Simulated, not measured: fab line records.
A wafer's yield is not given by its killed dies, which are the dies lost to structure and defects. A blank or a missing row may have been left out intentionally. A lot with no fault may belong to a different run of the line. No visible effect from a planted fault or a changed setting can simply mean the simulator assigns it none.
Matching of chambers || flow sky130 || SKY_VIA2_CMP_24 on cmp-01: 4 sister chambers
The step polishes, stops on SiO2, t overpolish 20 s, target thk 0 nm. 14 wafers are shown with their chamber, then 7 later ones without.

== WAFERS, EACH WITH ITS CHAMBER ==
{"wafer": "L584.1", "chamber": 0, "motor-current-A (A)": 11.6, "time-to-endpoint-s (s)": 108, "edge-zone-pressure-frac": 0.986}
{"wafer": "L584.2", "chamber": 1, "motor-current-A (A)": 11.7, "time-to-endpoint-s (s)": 100, "edge-zone-pressure-frac": 0.999}
{"wafer": "L584.4", "chamber": 3, "motor-current-A (A)": 10.9, "time-to-endpoint-s (s)": 115, "edge-zone-pressure-frac": 0.998}
{"wafer": "L586.2", "chamber": 3, "motor-current-A (A)": 11.0, "time-to-endpoint-s (s)": 105, "edge-zone-pressure-frac": 0.995}
{"wafer": "L586.3", "chamber": 0, "motor-current-A (A)": 11.7, "time-to-endpoint-s (s)": 104, "edge-zone-pressure-frac": 1.000}
{"wafer": "L586.6", "chamber": 1, "motor-current-A (A)": 11.2, "time-to-endpoint-s (s)": 96, "edge-zone-pressure-frac": 0.995}
{"wafer": "L592.1", "chamber": 3, "motor-current-A (A)": 10.9, "time-to-endpoint-s (s)": 105, "edge-zone-pressure-frac": 0.994}
{"wafer": "L592.3", "chamber": 1, "motor-current-A (A)": 11.4, "time-to-endpoint-s (s)": 96, "edge-zone-pressure-frac": 0.998}
{"wafer": "L592.6", "chamber": 1, "motor-current-A (A)": 11.5, "time-to-endpoint-s (s)": 97, "edge-zone-pressure-frac": 0.996}
{"wafer": "L593.3", "chamber": 0, "motor-current-A (A)": 11.5, "time-to-endpoint-s (s)": 107, "edge-zone-pressure-frac": 1.007}
{"wafer": "L593.5", "chamber": 2, "motor-current-A (A)": 11.1, "time-to-endpoint-s (s)": 109, "edge-zone-pressure-frac": 1.003}
{"wafer": "L593.6", "chamber": 1, "motor-current-A (A)": 11.8, "time-to-endpoint-s (s)": 98, "edge-zone-pressure-frac": 0.998}
{"wafer": "L597.1", "chamber": 2, "motor-current-A (A)": 11.0, "time-to-endpoint-s (s)": 101, "edge-zone-pressure-frac": 1.005}
{"wafer": "L597.2", "chamber": 3, "motor-current-A (A)": 10.7, "time-to-endpoint-s (s)": 109, "edge-zone-pressure-frac": 1.001}

SIGNATURES (averages over the wafers above)
{"reading": "motor-current-A", "chamber 0": 11.600, "chamber 1": 11.520, "chamber 2": 11.050, "chamber 3": 10.875, "scatter within a chamber": 0.173}
{"reading": "time-to-endpoint-s", "chamber 0": 106.33, "chamber 1": 97.40, "chamber 2": 105.00, "chamber 3": 108.50, "scatter within a chamber": 3.45}
{"reading": "edge-zone-pressure-frac", "chamber 0": 0.99767, "chamber 1": 0.99720, "chamber 2": 1.00400, "chamber 3": 0.99700, "scatter within a chamber": 0.00521}
Rule: a wafer's distance from a chamber is the root of the sum, over the readings, of the square of ((its reading less the chamber's mean) divided by the reading's scatter). The wafer belongs to the nearest chamber; if the next one is less than 2 further off, it can't be placed. The scatter: the root of (the sum of the squares of (reading less its chamber's mean) over the shown wafers, divided by (wafers less chambers)).

== WAFERS WITH NO CHAMBER GIVEN ==
{"wafer": "L597.5", "motor-current-A (A)": 11.5, "time-to-endpoint-s (s)": 97, "edge-zone-pressure-frac": 1.005}
{"wafer": "L600.1", "motor-current-A (A)": 11.1, "time-to-endpoint-s (s)": 104, "edge-zone-pressure-frac": 1.004}
{"wafer": "L600.4", "motor-current-A (A)": 11.6, "time-to-endpoint-s (s)": 101, "edge-zone-pressure-frac": 1.000}
{"wafer": "L600.6", "motor-current-A (A)": 10.5, "time-to-endpoint-s (s)": 103, "edge-zone-pressure-frac": 1.003}
{"wafer": "L604.3", "motor-current-A (A)": 11.7, "time-to-endpoint-s (s)": 100, "edge-zone-pressure-frac": 0.999}
{"wafer": "L604.4", "motor-current-A (A)": 11.8, "time-to-endpoint-s (s)": 96, "edge-zone-pressure-frac": 0.999}
{"wafer": "L604.5", "motor-current-A (A)": 11.3, "time-to-endpoint-s (s)": 108, "edge-zone-pressure-frac": 1.004}

== WHICH CHAMBER EACH ONE RAN IN ==
{"wafer": "L597.5", "from the rows above": "can't be placed: 1 or 0 or 2", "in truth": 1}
{"wafer": "L600.1", "from the rows above": "can't be placed: 2 or 3", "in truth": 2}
{"wafer": "L600.4", "from the rows above": "can't be placed: 1 or 0", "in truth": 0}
{"wafer": "L600.6", "from the rows above": "can't be placed: 3 or 2", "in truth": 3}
{"wafer": "L604.3", "from the rows above": "can't be placed: 1 or 0", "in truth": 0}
{"wafer": "L604.4", "from the rows above": "can't be placed: 1 or 0", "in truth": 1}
{"wafer": "L604.5", "from the rows above": "can't be placed: 2 or 0 or 3 or 1", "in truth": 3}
Placed correctly: 0 of 7. Can't be placed from these rows: 7 (the true chamber is among the candidates in 7). Wrongly placed: 0.
